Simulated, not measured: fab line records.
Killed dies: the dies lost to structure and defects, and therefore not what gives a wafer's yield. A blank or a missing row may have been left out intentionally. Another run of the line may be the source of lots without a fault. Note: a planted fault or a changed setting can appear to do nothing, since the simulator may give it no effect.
fab line records ; flow sky130
[record] lots = 5; wafers = 14; last-day = 50
route steps=708 shown VIA2@523 METAL3@532 PAD_OPEN@708
lots untouched by any fault: they come from a run of this same line in which no faults occurred
start-h: hours from the record's opening day to when the first of the lot's shown wafers began ; wait-h: hours from the lot's prior step to this one ; " repeats the value in the row above ; L1.1+2: one row covering several wafers at once ; - either no value or no given start ; * or withheld: withheld ; < > ~ a bound
route shown NAME@n: a module of which the file shows steps, and the number in the route of the first ; usual: mean and standard deviation over wafers with no fault ; same: alike in all rows ; chamber/n: place in a boat ; sites: each site's reading ; _std_site: how widely they spread, as a standard deviation ; _edge_site: mean of outer sites minus mean of inner sites ; radius-mm: how far each site lies from the wafer's centre ; mask NAME#n: copy n ; behind: the tool/chamber that last shaped the wafer ; hold: reason for holding the lot/hours on hold/outcome of the hold ; device: the n, p or np transistor that did not switch ; end of line: tests of these same wafers at the route's end ; where a step has no rows: the recipe by itself ; killed: count of dies lost to structure and defects at first sort (not the wafer's yield) ; map: a wafer's dies, marking killed ones x, the rest . and places with no die _
set.NAME: the setting the step ran with; set.NAME@STEP: the setting that earlier step ran with ; model.NAME: the simulator's own value behind a step, which no gauge read
lots at selected steps of the route; one table per step, one row per wafer
services: when a tool's chamber went out of use (start-h, in hours from the record's first day, below 0 if earlier), for how many hours, and the reason
[[steps]]
[step SKY_VIA2_STRIP_16]
[recipe] chemistry = O2/N2; power-w = 1400; pressure-mtorr = 1500; platen-temp-c = withheld; o2-flow-sccm = 3000; n2-flow-sccm = 300; overash-fraction = 0.5
[step SKY_VIA2_STRIP_17]
[recipe] chemistry = post-etch-residue-remover; time-s = 1200; temp-c = 72.5
[step SKY_VIA2_CLEAN_18]
[recipe] chemistry = IPA; time-s = 180; temp-c = 25
[step SKY_VIA2_CLEAN_19]
[recipe] chemistry = O3/DIW; dry = n2-spin
[step SKY_VIA2_SPUTTER_20]
[recipe] material = TiN; target-thk-nm = 20; chamber-pressure-pa = 5; power-w = 4000; time-s = 80
[step SKY_VIA2_CVD_21]
[recipe] material = W; target-thk-nm = 420; time-s = 126.4; temp-c = 400; pressure-torr = 40
[usual] heater-power-w = 825/40
lot.wafer;tool;chamber;start-h;wait-h;heater-power-w
L883.1;cvd-w-01;0;842.32;0.0;841
L883.3;cvd-w-01;1;842.32;0.0;773
L883.6;cvd-w-01;1;842.32;0.0;760
L893.5;cvd-w-02;1;927.02;0.1;796
L893.6;cvd-w-02;0;927.02;0.1;862
L900.2;cvd-w-02;1;974.36;0.0;788
L900.3;cvd-w-02;1;974.36;0.0;792
L900.4;cvd-w-02;0;974.36;0.0;831
L902.1;cvd-w-02;1;987.53;0.0;786
L902.4;cvd-w-02;0;987.53;0.0;884
L902.6;cvd-w-02;1;987.53;0.0;804
L905.1;cvd-w-01;1;1010.44;0.0;802
L905.2;cvd-w-01;0;1010.44;0.0;825
L905.4;cvd-w-01;1;1010.44;0.0;772
[step SKY_VIA2_RS_MEAS_22]
[recipe] thk-meas-gauge = four-point-probe; reads = W_of_VIA2_CVD_21+TiN_of_VIA2_SPUTTER_20
[usual] VIA2_W_RS = 0.2728/0.0026
lot.wafer;tool;chamber;start-h;wait-h;VIA2_W_RS[ohm/sq]
L883.1;film-metro-01;-;842.47;0.1;0.2736
L883.3;film-metro-01;-;842.47;0.1;0.2719
L883.6;film-metro-01;-;842.47;0.1;0.2741
L893.5;film-metro-01;-;927.14;0.1;0.2728
L893.6;film-metro-01;-;927.14;0.1;0.2663
L900.2;film-metro-02;-;974.51;0.1;0.2774
L900.3;film-metro-02;-;974.51;0.1;0.2767
L900.4;film-metro-02;-;974.51;0.1;0.2722
L902.1;film-metro-04;-;987.66;0.1;0.2734
L902.4;film-metro-04;-;987.66;0.1;0.2728
L902.6;film-metro-04;-;987.66;0.1;0.2718
L905.1;film-metro-02;-;1010.57;0.1;0.2760
L905.2;film-metro-02;-;1010.57;0.1;0.2734
L905.4;film-metro-02;-;1010.57;0.1;0.2750
[step SKY_VIA2_THK_MEAS_23]
[recipe] thk-meas-gauge = xrf; reads = W_of_VIA2_CVD_21
[usual] VIA2_W_THK = 425/7.6
lot.wafer;tool;chamber;start-h;wait-h;VIA2_W_THK[nm]
L883.1;film-metro-01;-;842.59;0.1;419
L883.3;film-metro-01;-;842.59;0.1;422
L883.6;film-metro-01;-;842.59;0.1;418
L893.5;film-metro-01;-;927.22;0.1;421
L893.6;film-metro-01;-;927.22;0.1;432
L900.2;film-metro-02;-;974.62;0.1;422
L900.3;film-metro-02;-;974.62;0.1;420
L900.4;film-metro-02;-;974.62;0.1;430
L902.1;film-metro-04;-;987.78;0.1;426
L902.4;film-metro-04;-;987.78;0.1;426
L902.6;film-metro-04;-;987.78;0.1;424
L905.1;film-metro-02;-;1010.69;0.1;429
L905.2;film-metro-02;-;1010.69;0.1;434
L905.4;film-metro-02;-;1010.69;0.1;431
[step SKY_VIA2_CMP_24]
[recipe] stop-on = SiO2; t-overpolish-s = 20; down-force-psi = 3.5; platen-rpm = 60; target-thk-nm = 0; pad-velocity-m-s = 0.94248
[usual] motor-current-A = 9.9/1.1; overpolish-run-s = 20.001/0.0097; time-to-endpoint-s = 103/3.2
[same] t-overpolish-s = 20
lot.wafer;tool;chamber;start-h;wait-h;motor-current-A;overpolish-run-s;time-to-endpoint-s
L883.1;cmp-01;0;842.70;0.1;9.5;19.994;105
L883.3;cmp-01;1;842.70;0.1;10.7;19.985;108
L883.6;cmp-01;3;842.70;0.1;9.9;20.001;105
L893.6;cmp-01;0;927.44;0.2;9.5;19.992;104
L893.5;cmp-01;1;927.44;0.2;10.3;20.001;103
L900.3;cmp-02;2;974.67;0.0;10.2;20.001;101
L900.2;cmp-02;3;974.67;0.0;9.6;19.999;109
L900.4;cmp-02;1;974.67;0.0;12.0;19.987;108
L902.1;cmp-01;1;987.94;0.1;10.1;20.024;107
L902.4;cmp-01;2;987.94;0.1;8.6;20.002;99
L902.6;cmp-01;0;987.94;0.1;9.1;20.006;103
L905.4;cmp-01;3;1010.80;0.1;10.4;19.990;104
L905.1;cmp-01;0;1010.80;0.1;9.1;20.001;98
L905.2;cmp-01;1;1010.80;0.1;10.2;20.002;106
[step SKY_METAL3_SPUTTER_00]
[recipe] material = Ti; target-thk-nm = 15; power-w = 3000; time-s = 10; chamber-pressure-pa = 0.4
[usual] chamber-pressure-pa = 0.4001/0.00083; throttle-valve-pct = 29.8/0.78
lot.wafer;tool;chamber;start-h;wait-h;chamber-pressure-pa;throttle-valve-pct
L883.1;pvd-sputter-04;-;842.95;0.2;0.3978;29.5
L883.3;pvd-sputter-04;-;842.95;0.2;0.4004;29.7
L883.6;pvd-sputter-04;-;842.95;0.2;0.3998;29.3
L893.5;pvd-sputter-02;-;927.56;0.0;0.4008;30.7
L893.6;pvd-sputter-02;-;927.56;0.0;0.3997;29.1
L900.2;pvd-sputter-04;-;974.97;0.2;0.3991;28.8
L900.3;pvd-sputter-04;-;974.97;0.2;0.4006;29.3
L900.4;pvd-sputter-04;-;974.97;0.2;0.4006;30.7
L902.1;pvd-sputter-04;-;988.14;0.1;0.4003;29.2
L902.4;pvd-sputter-04;-;988.14;0.1;0.3986;29.5
L902.6;pvd-sputter-04;-;988.14;0.1;0.4000;30.5
L905.1;pvd-sputter-02;-;1011.05;0.1;0.3991;30.7
L905.2;pvd-sputter-02;-;1011.05;0.1;0.4003;29.8
L905.4;pvd-sputter-02;-;1011.05;0.1;0.4008;30.7
[step SKY_METAL3_SPUTTER_01]
[recipe] material = TiN; target-thk-nm = 20; power-w = 6500; time-s = 16.7; chamber-pressure-pa = 0.4
[usual] chamber-pressure-pa = 0.4000/0.00074; throttle-valve-pct = 29.8/0.79
lot.wafer;tool;chamber;start-h;wait-h;chamber-pressure-pa;throttle-valve-pct
L883.1;pvd-sputter-04;-;842.97;0.0;0.3996;29.4
L883.3;pvd-sputter-04;-;842.97;0.0;0.3998;29.6
L883.6;pvd-sputter-04;-;842.97;0.0;0.4011;29.2
L893.5;pvd-sputter-02;-;927.58;0.0;0.4008;30.7
L893.6;pvd-sputter-02;-;927.58;0.0;0.4002;28.6
L900.2;pvd-sputter-04;-;974.99;0.0;0.4007;28.6
L900.3;pvd-sputter-04;-;974.99;0.0;0.3999;29.5
L900.4;pvd-sputter-04;-;974.99;0.0;0.3996;30.5
L902.1;pvd-sputter-04;-;988.16;0.0;0.3995;29.4
L902.4;pvd-sputter-04;-;988.16;0.0;0.4001;29.4
L902.6;pvd-sputter-04;-;988.16;0.0;0.3992;30.5
L905.1;pvd-sputter-02;-;1011.07;0.0;0.3990;30.9
L905.2;pvd-sputter-02;-;1011.07;0.0;0.3993;29.7
L905.4;pvd-sputter-02;-;1011.07;0.0;0.3998;30.9
[step SKY_METAL3_SPUTTER_02]
[recipe] material = AlCu; target-thk-nm = 735; power-w = 10600; time-s = 39.1; chamber-pressure-pa = 0.4
[step SKY_METAL3_SPUTTER_03]
[recipe] material = Ti; target-thk-nm = 5; power-w = 3000; time-s = 3.3; chamber-pressure-pa = 0.4
[usual] chamber-pressure-pa = 0.4000/0.00071; throttle-valve-pct = 29.8/0.79
lot.wafer;tool;chamber;start-h;wait-h;chamber-pressure-pa;throttle-valve-pct;model.Ti_of_METAL3_SPUTTER_03.thk-nm
L883.1;pvd-sputter-04;-;843.03;0.0;0.3998;29.6;5.008
L883.3;pvd-sputter-04;-;843.03;0.0;0.4009;29.4;5.042
L883.6;pvd-sputter-04;-;843.03;0.0;0.4012;29.7;5.039
L893.5;pvd-sputter-02;-;927.64;0.0;0.3993;30.6;4.249
L893.6;pvd-sputter-02;-;927.64;0.0;0.4004;28.8;5.088
L900.2;pvd-sputter-04;-;975.05;0.0;0.4000;28.5;5.055
L900.3;pvd-sputter-04;-;975.05;0.0;0.3995;29.5;5.181
L900.4;pvd-sputter-04;-;975.05;0.0;0.4003;30.6;5.151
L902.1;pvd-sputter-04;-;988.23;0.0;0.4005;29.5;4.886
L902.4;pvd-sputter-04;-;988.23;0.0;0.4001;29.5;4.979
L902.6;pvd-sputter-04;-;988.23;0.0;0.3998;30.2;5.002
L905.1;pvd-sputter-02;-;1011.13;0.0;0.4001;31.1;5.124
L905.2;pvd-sputter-02;-;1011.13;0.0;0.4000;29.7;5.181
L905.4;pvd-sputter-02;-;1011.13;0.0;0.3996;30.9;5.158
[step SKY_METAL3_SPUTTER_04]
[recipe] material = TiN; target-thk-nm = 70; power-w = 6500; time-s = 58.3; chamber-pressure-pa = 0.4
[usual] chamber-pressure-pa = 0.4000/0.00073; throttle-valve-pct = 29.8/0.79
lot.wafer;tool;chamber;start-h;wait-h;chamber-pressure-pa;throttle-valve-pct
L883.1;pvd-sputter-04;-;843.05;0.0;0.3999;29.3
L883.3;pvd-sputter-04;-;843.05;0.0;0.4001;29.7
L883.6;pvd-sputter-04;-;843.05;0.0;0.4012;29.5
L893.5;pvd-sputter-02;-;927.67;0.0;0.3997;30.6
L893.6;pvd-sputter-02;-;927.67;0.0;0.4012;29.1
L900.2;pvd-sputter-04;-;975.07;0.0;0.3995;28.9
L900.3;pvd-sputter-04;-;975.07;0.0;0.3997;29.4
L900.4;pvd-sputter-04;-;975.07;0.0;0.4004;30.6
L902.1;pvd-sputter-04;-;988.25;0.0;0.4009;29.5
L902.4;pvd-sputter-04;-;988.25;0.0;0.3992;29.3
L902.6;pvd-sputter-04;-;988.25;0.0;0.4000;30.8
L905.1;pvd-sputter-02;-;1011.15;0.0;0.3995;31.0
L905.2;pvd-sputter-02;-;1011.15;0.0;0.4002;29.9
L905.4;pvd-sputter-02;-;1011.15;0.0;0.4006;30.8
[step SKY_PAD_OPEN_PROBE_99]
[usual] defect-limited-yield = 82.7/2; killed_at_M0_to_M3 = 42/7.7; killed_at_M4_up = 3.1/1.9; killed-at-contacts = 24/4.9; killed-at-front-end = 15/4.6; killed-at-other = 0.3/0.51; killed-dies = 85/9.9; killed-open = 47/7.1; killed-short = 38/6.7; sort_bin_3_pad_short = 0.9/0.46; sort_bin_5_function = 10.1/1.5; sort_bin_6_memory = 6.3/1.1; sort-n-pass = 407/9.9; sort-yield-pct = 82.7/2
[same] gross-dies = 492; killed-at-back-side = 0; sort_bin_4_leakage[%] = 0; sort_bin_8_speed[%] = 0
lot.wafer;tool;chamber;start-h;wait-h;defect-limited-yield[%];killed_at_M0_to_M3;killed_at_M4_up;killed-at-contacts;killed-at-front-end;killed-at-other;killed-dies;killed-open;killed-short;sort_bin_3_pad_short[%];sort_bin_5_function[%];sort_bin_6_memory[%];sort-n-pass;sort-yield-pct[%]
L902.1;prober-02;-;1183.18;0.1;85.4;36;3;21;12;0;72;39;33;0.6;8.5;5.5;420;85.4
L902.4;prober-02;-;1183.33;0.2;82.7;39;5;24;17;0;85;45;40;1.0;9.8;6.5;407;82.7
L902.6;prober-02;-;1183.43;0.2;84.6;46;0;20;9;1;76;44;32;0.8;8.1;6.5;416;84.6
L905.1;prober-01;-;1197.47;0.1;81.7;51;7;22;9;1;90;44;45;1.0;11.8;5.5;402;81.7
L905.2;prober-01;-;1197.52;0.1;79.7;47;6;27;19;1;100;46;54;1.2;13.8;5.3;392;79.7
L905.4;prober-01;-;1197.62;0.2;82.9;40;5;26;13;0;84;43;41;0.6;10.4;6.1;408;82.9
// killed by level:class
L902.1 LI_CONTACT:geometric-particle:open=7 VIA1:geometric-particle:open=7 CONTACT:geometric-particle:open=6 FIELD_ISO:geometric-particle:open=5 VIA3:geometric-particle:open=5 VIA3:geometric-particle:short=5 CONTACT:geometric-particle:short=4 METAL2:geometric-particle:short=4
L902.4 LI_CONTACT:geometric-particle:open=10 VIA1:geometric-particle:open=8 CONTACT:geometric-particle:short=6 VIA3:geometric-particle:open=6 FIELD_ISO:geometric-particle:open=5 VIA2:geometric-particle:open=5 FIELD_ISO:geometric-particle:short=4 POLY_GATE:geometric-particle:short=4
L902.6 VIA3:geometric-particle:open=11 VIA1:geometric-particle:open=11 CONTACT:geometric-particle:open=9 METAL1:geometric-particle:short=5 VIA1:geometric-particle:short=5 VIA2:geometric-particle:open=5 FIELD_ISO:geometric-particle:short=4 LI_CONTACT:geometric-particle:open=4
L905.1 VIA1:geometric-particle:open=10 METAL2:geometric-particle:short=8 VIA3:geometric-particle:open=8 CONTACT:geometric-particle:open=6 LI_CONTACT:geometric-particle:short=5 LI_CONTACT:geometric-particle:open=5 METAL1:geometric-particle:short=5 VIA2:geometric-particle:open=5
L905.2 VIA1:geometric-particle:open=10 LI_CONTACT:geometric-particle:open=9 METAL2:geometric-particle:short=8 VIA2:geometric-particle:open=7 LOCAL_INTERCONNECT:geometric-particle:short=6 VIA3:geometric-particle:short=6 METAL1:geometric-particle:short=5 METAL4:geometric-particle:short=5
L905.4 CONTACT:geometric-particle:open=9 VIA1:geometric-particle:open=8 LI_CONTACT:geometric-particle:open=7 CONTACT:geometric-particle:short=5 METAL1:geometric-particle:short=5 VIA3:geometric-particle:open=5 VIA2:geometric-particle:open=5 VIA1:geometric-particle:short=4
[[services]]
tool;chamber;start-h;hours;kind
cvd-w-02;-;850.45;0.5;repair
cmp-02;-;861.85;5.1;repair
cvd-w-02;-;904.00;14.0;pm
cvd-w-02;0;904.00;14.0;vent-cycle
cvd-w-02;1;904.00;14.0;vent-cycle
cmp-01;-;912.00;4.0;pm
cmp-01;-;916.00;-;consumable-replace:conditioner
cmp-01;-;916.00;-;consumable-replace:pad
cvd-w-02;0;918.00;-;clean
cvd-w-02;1;918.00;-;clean
cmp-02;-;927.18;3.9;pm
cvd-w-01;1;949.46;4.0;repair
cmp-01;-;956.40;0.7;repair
pvd-sputter-02;-;972.71;4.3;repair
cmp-02;-;986.51;2.3;repair
cvd-w-02;-;997.43;2.8;pm
[[key]]
first-sign none at tools or gauges
[model-effect] step = SKY_METAL3_SPUTTER_03; value = Ti_of_METAL3_SPUTTER_03.thk-nm; without = 5.01; struck = 4.249
met-at SKY_METAL3_SPUTTER_03
struck-wafers L893.5
[fault] kind = process-parameter-drift; tool = pvd-sputter-02; chamber = -; onset-h = 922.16; steps = SKY_METAL3_SPUTTER_03; channel = time-s; offset = *; shape = step; end-h = 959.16; scope = struck-wafers-only; acts-in = *; stated = *
